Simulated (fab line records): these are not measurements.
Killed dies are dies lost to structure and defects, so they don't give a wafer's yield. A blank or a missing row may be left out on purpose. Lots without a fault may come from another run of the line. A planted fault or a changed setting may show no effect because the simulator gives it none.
Split-lot experiment	flow gf180mcu	on a route of 602 steps: 5 lots, 23 wafers read

## THE SPLIT
At GF_VT_IMPLANT_COAT_24 (resist thk 1000 nm), the setting spin rpm was moved away from the recipe's 3000 rpm on 8 of the 23 wafers read, by -6.0% to +5.0%. The other wafers ran this setting at the recipe's value.

The reading is taken at the split's own step.

## THE READING
NOVOLAK_of_VT_IMPLANT_COAT_24.thk nm (the simulator's own value, which no gauge read), in nm, at GF_VT_IMPLANT_COAT_24 (resist thk 1000 nm). No usual value for it is given in the file. Here, 15 wafers ran the recipe; their average is 1001.9 nm with a standard deviation of 2.2 nm.

wafer	tool, chamber at the split	spin rpm as run, rpm	against the recipe	NOVOLAK_of_VT_IMPLANT_COAT_24.thk nm, nm	against lot-mates on the recipe
L075.1	litho track-02, 0	3000	recipe	1000	-
L075.2	litho track-02, 0	2819	-6.0%	1036	+35.0
L075.3	litho track-02, 0	2819	-6.0%	1031	+30.0
L075.4	litho track-02, 0	3000	recipe	1002	-
L075.5	litho track-02, 0	3000	recipe	1001	-
L076.2	litho track-04, 0	3000	recipe	1002	-
L076.3	litho track-04, 0	3000	recipe	1001	-
L076.4	litho track-04, 0	3151	+5.0%	978.4	-22.4
L076.5	litho track-04, 0	3000	recipe	999.3	-
L076.6	litho track-04, 0	3151	+5.0%	975.9	-24.9
L083.1	litho track-04, 0	2941	-2.0%	1011	+7.0
L083.2	litho track-04, 0	2941	-2.0%	1012	+8.0
L083.3	litho track-04, 0	3000	recipe	1004	-
L083.4	litho track-04, 0	3000	recipe	1005	-
L083.6	litho track-04, 0	3000	recipe	1003	-
L082.1	litho track-04, 0	3000	recipe	1004	-
L082.2	litho track-04, 0	3091	+3.0%	989.6	-14.7
L082.4	litho track-04, 0	3000	recipe	1003	-
L082.5	litho track-04, 0	3000	recipe	1006	-
L082.6	litho track-04, 0	3091	+3.0%	989	-15.3
L084.2	litho track-02, 0	3000	recipe	997.6	-
L084.3	litho track-02, 0	3000	recipe	1000	-
L084.5	litho track-02, 0	3000	recipe	999.9	-

FIT RESULTS
A straight line over all 23 wafers: NOVOLAK_of_VT_IMPLANT_COAT_24.thk nm changes by -4.98 nm for each +1% of spin rpm; r = -0.99; the points scatter about the line by 2.3 nm.
The same after taking each lot's own level away (the mean of its wafers on the recipe; 23 wafers): -5.02 nm for each +1%; r = -0.99; scatter 1.7 nm.
The reading moves by 30 nm for the largest change in spin rpm, on that fit.
The lots' own levels span 999.17 to 1004.33 nm, that is 2.3 times the standard deviation above.
The two slopes agree, so the slope changes little with the lot-to-lot level.
Check: with one of the wafers moved furthest among these (-6.0%) left out of the fit, the line predicts +28.6 nm for it against its lot-mates. Against them it came out at +35 nm.

## OTHER SPLITS APPLIED TO THESE WAFERS
Other splits were also applied to these wafers ahead of the reading. Each is held against what the fit with the lots' levels taken away leaves over:
other split on the same wafers	wafers away from the commonest value	r with NOVOLAK_of_VT_IMPLANT_COAT_24.thk nm (lot level and that fit taken away)
GF_STI_OXIDATION_01 ox time s	13	-0.04
GF_STI_CVD_03 pressure mtorr	10	-0.09
GF_DNWELL_COAT_02 spin rpm	7	-0.02
GF_DNWELL_STRIP_08 platen temp c	11	+0.21
GF_NWELL_IMPLANT_08 dose cm2	6	-0.07
GF_LVPWELL_STRIP_10 pressure mtorr	15	-0.02
GF_MVSD_IMPLANT_08 energy kev	6	-0.32
GF_MVPSD_IMPLANT_08 dose cm2	11	+0.48
GF_VT_IMPLANT_IMPLANT_08 energy kev	7	+0.07

## THE WHOLE CHAIN: every reading that the file lists as answering this split, in the file's order
step	what it does	reading	change (the file's fit)	r (the file's)
GF_VT_IMPLANT_COAT_24	resist thk 1000 nm	NOVOLAK_of_VT_IMPLANT_COAT_24.thk nm (the simulator's own value, which no gauge read)	-5.03 nm for each +1% of the setting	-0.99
GF_VT_IMPLANT_STRIP_31	strips in O2/N2	strip time to endpoint s	withheld for each +1% of the setting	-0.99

## THE FILE'S OWN FIT
NOVOLAK_of_VT_IMPLANT_COAT_24.thk nm changes by -5.03 nm for each +1% of spin rpm, r = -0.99.
